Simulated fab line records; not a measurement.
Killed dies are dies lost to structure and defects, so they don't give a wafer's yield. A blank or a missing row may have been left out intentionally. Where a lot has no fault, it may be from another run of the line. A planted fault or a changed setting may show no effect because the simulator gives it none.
Which tool did it?    flow sky130    6 lots with 18 wafers sampled at 3 steps, on a route of 708 steps

== WHAT EACH GAUGE READ, for each wafer ==
SKY_VT_ADJUST_PCH_TW_MEAS_10.
lot   measured      on             VT_ADJUST_PCH_TW
L545  day 11 16:18  film metro-04  145.9 144.2 145.7
L547  day 12 05:11  film metro-03  143.9 142.7 143.9
L551  day 13 07:22  film metro-04  119.0 119.1 118.9
L558  day 15 10:46  film metro-04  145.4 146.0 145.1
L561  day 16 14:29  film metro-04  145.5 145.5 145.8
L563  day 17 01:59  film metro-04  145.1 145.1 145.0

== EACH LOT AND THE TOOL THAT RAN IT (in order: tool; ch and the chambers of the sampled wafers; start) ==
lot   SKY_VT_ADJUST_LVTN_STRIP_20           SKY_VT_ADJUST_PCH_IMPLANT_08
L545  plasma asher-03 ch 0,1, day 8 23:25   implanter-03 ch 0, day 11 16:03
L547  plasma asher-02 ch 0,1, day 9 10:22   implanter-02 ch 0, day 12 04:58
L551  plasma asher-02 ch 1, day 10 10:05    implanter-02 ch 0, day 13 07:07
L558  plasma asher-04 ch 0,1, day 12 07:49  implanter-01 ch 0, day 15 10:31
L561  plasma asher-03 ch 0,1, day 13 07:04  implanter-03 ch 0, day 16 14:14
L563  plasma asher-03 ch 0,1, day 13 17:07  implanter-01 ch 0, day 17 01:46
- SKY_VT_ADJUST_LVTN_STRIP_20: strips in O2/N2.
- SKY_VT_ADJUST_PCH_IMPLANT_08

== THE ANSWER, worked out from the rows above alone ==
Rule: usual is defined by the lots themselves. The widest of any qualifying gaps counts: lots, ordered by their means at a reading, are off when they make up no more than a third of the lots, leave a main group of 4 or more, and stand apart from it by 3 or more times the standard deviation of that group's means. A main group whose means are all the same, to the digits that the tables above print for the reading, isn't used. Also off: a lot with no number at a reading for which 4 or more lots have one. Where the step has rows for the other lots, those lots are counted as sound.
Off: L551, at SKY_VT_ADJUST_PCH_TW_MEAS_10 (VT_ADJUST_PCH_TW). The main group has a mean of 145.0 with a standard deviation of 0.77.
A tool fits if, at a process step before that reading, it ran every lot that is off, and no sound lot after the first of them. Those tools and the gauges at SKY_VT_ADJUST_PCH_TW_MEAS_10 are tried in the same way. Undecided on this evidence; 2 tools fit (plasma asher-02 at SKY_VT_ADJUST_LVTN_STRIP_20, implanter-02 at SKY_VT_ADJUST_PCH_IMPLANT_08).

== WHAT THE SIMULATOR HAD INSERTED ==
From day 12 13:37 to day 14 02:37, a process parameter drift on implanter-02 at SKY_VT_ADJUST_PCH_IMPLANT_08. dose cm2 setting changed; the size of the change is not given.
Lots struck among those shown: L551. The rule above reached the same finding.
